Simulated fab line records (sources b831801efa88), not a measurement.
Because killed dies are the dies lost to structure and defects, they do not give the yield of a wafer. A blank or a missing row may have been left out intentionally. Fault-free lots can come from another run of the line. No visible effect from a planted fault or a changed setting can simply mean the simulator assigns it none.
Which of the tools did it?	flow gf180mcu	11 lots with 33 wafers sampled at 5 steps, on a route of 602 steps

WHAT THE GAUGES READ, wafer by wafer
GF_PASSIVATION_BOW_MEAS_14.
lot	measured	on	PASSIVATION_BOW (um)
L137	day 29 18:40	film-metro-04	133 136 148
L143	day 31 08:38	film-metro-01	130 155 144
L144	day 31 22:48	film-metro-04	130 129 138
L145	day 31 23:59	film-metro-04	136 138 125
L151	day 33 06:59	film-metro-02	205 201 210 - - -
L152	day 33 18:06	film-metro-01	205 209 212 - - -
L153	day 33 19:52	film-metro-01	208 224 217 - - -
L154	day 34 03:28	film-metro-02	140 147 140
L155	day 34 15:50	film-metro-01	146 147 141
L156	day 34 16:47	film-metro-02	131 148 148
L158	day 35 00:24	film-metro-04	119 125 116

WHAT TOOL EACH LOT RAN ON (gives the tool, then ch and the chambers of the sampled wafers, and finally the start)
lot	GF_V5_ETCH_16	GF_V5_ETCH_17	GF_V5_CVD_23	GF_PASSIVATION_ANNEAL_13
L137	rie-diel-03 ch 0,2, day 27 22:04	rie-diel-03 ch 0,2, day 27 22:53 or earlier	cvd-w-01 ch 0,1, day 27 22:53	furnace-02 ch 0, day 29 17:10
L143	rie-diel-04 ch 0,1,2, day 29 16:16	rie-diel-04 ch 0,1,2, day 29 17:11 or earlier	cvd-w-02 ch 0,1, day 29 17:11	furnace-01 ch 0, day 31 07:05
L144	rie-diel-03 ch 0,2,3, day 30 06:26	rie-diel-03 ch 0,2,3, day 30 07:17 or earlier	cvd-w-01 ch 0,1, day 30 07:17	furnace-02 ch 0, day 31 21:14
L145	rie-diel-04 ch 1,2,3, day 30 07:42	rie-diel-04 ch 1,2,3, day 30 08:32 or earlier	cvd-w-02 ch 0,1, day 30 08:32	furnace-01 ch 0, day 31 22:26
L151	rie-diel-01 ch 0,1,3, day 31 17:17	rie-diel-01 ch 0,1,3, day 31 18:04 or earlier	cvd-w-01 ch 0,1, day 31 18:04	furnace-01, day 33 05:29
L152	rie-diel-03 ch 0,3, day 32 06:37	rie-diel-03 ch 0,3, day 32 07:23 or earlier	cvd-w-01 ch 0,1, day 32 07:23	furnace-02, day 33 16:36
L153	rie-diel-03 ch 0,2,3, day 32 08:11	rie-diel-03 ch 0,2,3, day 32 09:00 or earlier	cvd-w-02 ch 0,1, day 32 09:00	furnace-01, day 33 18:21
L154	rie-diel-03 ch 0,3, day 32 15:11	rie-diel-03 ch 0,3, day 32 15:59 or earlier	cvd-w-02 ch 0,1, day 32 15:59	furnace-02 ch 0, day 34 01:56
L155	rie-diel-01 ch 1,3, day 33 04:54	rie-diel-01 ch 1,3, day 33 05:42 or earlier	cvd-w-01 ch 1, day 33 05:42	furnace-01 ch 0, day 34 14:20
L156	rie-diel-03 ch 0,1, day 33 05:15	rie-diel-03 ch 0,1, day 33 06:02 or earlier	cvd-w-02 ch 0, day 33 06:02	furnace-02 ch 0, day 34 15:17
L158	rie-diel-04 ch 1,3, day 33 13:38	rie-diel-04 ch 1,3, day 33 14:25 or earlier	cvd-w-02 ch 0,1, day 33 14:25	furnace-02 ch 0, day 34 22:53
- GF_V5_ETCH_16: etches BARC in N2/H2.
- GF_V5_ETCH_17: etches SiO2 in C4F8/O2/Ar, stops on TiN, target depth 855 nm.
- GF_V5_CVD_23: deposits W, target thk 350 nm, time 104.9 s.
- GF_PASSIVATION_ANNEAL_13: time 1800 s.

AS READ BY THE TOOLS THEMSELVES (means over the sampled wafers that have a number; for cases with no such wafer, the mark the record gives instead)
GF_V5_ETCH_16.
lot	tool	bias-w (W)	chamber-pressure-mTorr (mTorr)	drypump-motor-current-A (A)	oes-product-au (a.u.)	throttle-valve-pct (%)
L137	rie-diel-03	100.1	29.999	5.7	0.856	13.229
L143	rie-diel-04	99.9	30.012	6.1	0.857	13.223
L144	rie-diel-03	100.1	30.005	5.4	0.856	13.222
L145	rie-diel-04	99.9	29.997	6.3	0.853	13.221
L151	rie-diel-01	99.9	30.003	6.0	0.855	13.225
L152	rie-diel-03	100.0	30.004	5.5	0.853	13.230
L153	rie-diel-03	100.2	29.996	5.4	0.854	13.223
L154	rie-diel-03	99.8	30.034	5.3	0.855	13.217
L155	rie-diel-01	100.3	30.011	5.8	0.854	13.219
L156	rie-diel-03	99.8	29.994	5.5	0.855	13.227
L158	rie-diel-04	100.4	30.004	6.0	0.853	13.226

GF_V5_ETCH_17.
lot	tool	bias-w (W)	chamber-pressure-mTorr (mTorr)	oes-product-au (a.u.)
L137	rie-diel-03	1199	40.01	0.862
L143	rie-diel-04	1202	40.00	0.857
L144	rie-diel-03	1200	40.03	0.856
L145	rie-diel-04	1204	40.02	0.862
L151	rie-diel-01	1201	39.98	0.860
L152	rie-diel-03	1201	40.03	0.865
L153	rie-diel-03	1202	40.00	0.861
L154	rie-diel-03	1201	39.97	0.865
L155	rie-diel-01	1199	40.03	0.856
L156	rie-diel-03	1198	39.98	0.864
L158	rie-diel-04	1201	40.03	0.860

GF_V5_CVD_23.
lot	tool	heater-power-w (W)
L137	cvd-w-01	1061
L143	cvd-w-02	903
L144	cvd-w-01	1091
L145	cvd-w-02	907
L151	cvd-w-01	1125
L152	cvd-w-01	1148
L153	cvd-w-02	897
L154	cvd-w-02	909
L155	cvd-w-01	1188
L156	cvd-w-02	900
L158	cvd-w-02	893

GF_PASSIVATION_ANNEAL_13.
lot	tool	ramp-down-c-per-min	ramp-up-c-per-min	tube-center-temp-C (C)	tube_center_temp_C_max	zone-power-bottom-pct (%)
L137	furnace-02	3.0009	10.000	400	401.27	5.46
L143	furnace-01	3.0001	10.001	400	401.04	5.92
L144	furnace-02	2.9999	9.999	400	401.02	5.44
L145	furnace-01	2.9999	10.001	400	401.02	5.98
L151	furnace-01	-	-	-	-	-
L152	furnace-02	-	-	-	-	-
L153	furnace-01	-	-	-	-	-
L154	furnace-02	3.0001	10.000	400	400.90	5.45
L155	furnace-01	3.0002	10.001	400	400.98	5.94
L156	furnace-02	3.0004	9.997	400	400.96	5.50
L158	furnace-02	2.9996	10.002	400	401.13	5.49

THE ANSWER, worked out from the rows above alone
Rule: what is usual is taken from the lots themselves. The widest of any qualifying gaps counts: lots, ordered by their means at a reading, are off when they make up no more than a third of the lots, leave a main group of 4 or more, and stand apart from it by 3 or more times the standard deviation of that group's means. The tables above print the reading to a certain number of digits; a main group whose means all agree to those digits is not used. Also off: a lot with no number at a reading for which 4 or more lots have one. All remaining lots with rows at the step are treated as sound. After the gauges, taken in route order, come the tools' own readings; for these a lot's mean is taken, as printed above. At the first step where some lot is off, the reading lying furthest off is the one used; lots without a number count as furthest.
Off: L151, L152, L153, seen at GF_PASSIVATION_BOW_MEAS_14 (PASSIVATION_BOW). The main group: mean 137 um, standard deviation 7.8.
A tool fits if, at a process step before that reading, it ran every lot that is off, and no sound lot after the first of them. Not tried: the gauges at GF_PASSIVATION_BOW_MEAS_14; whatever is off there is also off at GF_PASSIVATION_ANNEAL_13, on other tools, and gauge error can't account for it. GF_V5_ETCH_17 gives no start for some lots, so the hours and the order of its lots are those of GF_V5_CVD_23. None of those tried fits.

WHAT THE SIMULATOR HAD INSERTED
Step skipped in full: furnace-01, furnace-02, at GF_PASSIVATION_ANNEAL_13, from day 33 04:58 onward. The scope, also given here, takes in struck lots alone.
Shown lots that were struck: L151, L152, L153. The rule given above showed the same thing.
